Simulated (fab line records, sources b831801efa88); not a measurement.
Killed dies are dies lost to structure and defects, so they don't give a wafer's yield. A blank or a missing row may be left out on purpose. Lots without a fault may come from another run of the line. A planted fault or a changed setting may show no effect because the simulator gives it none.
A struck lot beside a sound one | flow gf180mcu | 14 steps out of a route of 602
Sound: wafers L421.1, L421.2, L421.6. Struck: wafers L411.1, L411.2, L411.6. The cause comes at the end.
At each step with rows: each side's tool, then ch and its chambers, then its first start. Under that, the readings that differ: sound wafers | struck wafers | difference of the means | sigmas: that difference in standard deviations of wafers without a fault.
alike: readings whose means differ by less than 2 such deviations, and words and numbers that are the same on both sides. not compared: withheld readings, readings that some wafer has no value for, bounds like >300 that may hide the same value, and numbers for which the record gives no deviation and whose values overlap.
The two part at a step that has a row with sigmas, a row that says differs or no value, or rows on one side only. Numbers that don't overlap but have no deviation are shown without sigmas and don't part them. A reading that every wafer of one side lacks parts them only if that side has two wafers or more.

first, 4 steps without rows for these wafers: GF_V5_DEHYDRATE_06 (time 60 s); GF_V5_HMDS_07 (prime time 60 s); GF_V5_COAT_08; GF_V5_COAT_09 (resist thk 1000 nm).
GF_V5_SOFTBAKE_10: time 62.88 s.
  sound on litho_track-01 ch 0; struck on litho_track-01 ch 0
  alike: chill_plate_temp_C, plate_sensor_t_centre_C, plate_sensor_t_edge_C, softbake_temp_c
then, 3 steps without rows for these wafers: GF_V5_EXPOSE_11 (exposes mask Via5, target cd 260 nm); GF_V5_PEB_12 (peb time 90 s); GF_V5_DEVELOP_13 (develop time 60 s).
GF_V5_CD_MEAS_14: target cd 260 nm.
  sound on cd_sem-01, day 33 01:55; struck on cd_sem-01, day 31 00:55
  alike: cd_nm
GF_V5_OVL_MEAS_15:
  sound on overlay-01, day 33 02:02; struck on overlay-02, day 31 01:02
  alike: V5_OVL
GF_V5_ETCH_16: etches BARC in N2/H2.
  sound on rie_diel-03 ch 2,3, day 33 02:04; struck on rie_diel-04 ch 1,3, day 31 01:05
  alike: drypump_motor_current_A, n2_flow_sccm, oes_product_au, throttle_valve_pct
GF_V5_ETCH_17: etches SiO2 in C4F8/O2/Ar, stops on TiN, target depth 855 nm.
  sound on rie_diel-03 ch 2,3; struck on rie_diel-04 ch 1,3
  alike: oes_product_au
GF_V5_STRIP_18: strips in O2/N2.
  sound on plasma_asher-01 ch 0,1, day 33 02:14; struck on plasma_asher-01 ch 0,1, day 31 01:14
  no value came back on the struck wafers for any of 5 readings (chamber_pressure_mTorr (mTorr), drypump_motor_current_A (A) and others); on the sound wafers chamber_pressure_mTorr (mTorr) reads 1500.9 1500.0 1500.0
  not compared: rf_hours_counter_h
then, 1 step without rows for these wafers: GF_V5_STRIP_19 (strips in post etch residue remover, time 1200 s).

WHERE THEY PART
Only at GF_V5_STRIP_18, within this record.

WHY: what the simulator had put in
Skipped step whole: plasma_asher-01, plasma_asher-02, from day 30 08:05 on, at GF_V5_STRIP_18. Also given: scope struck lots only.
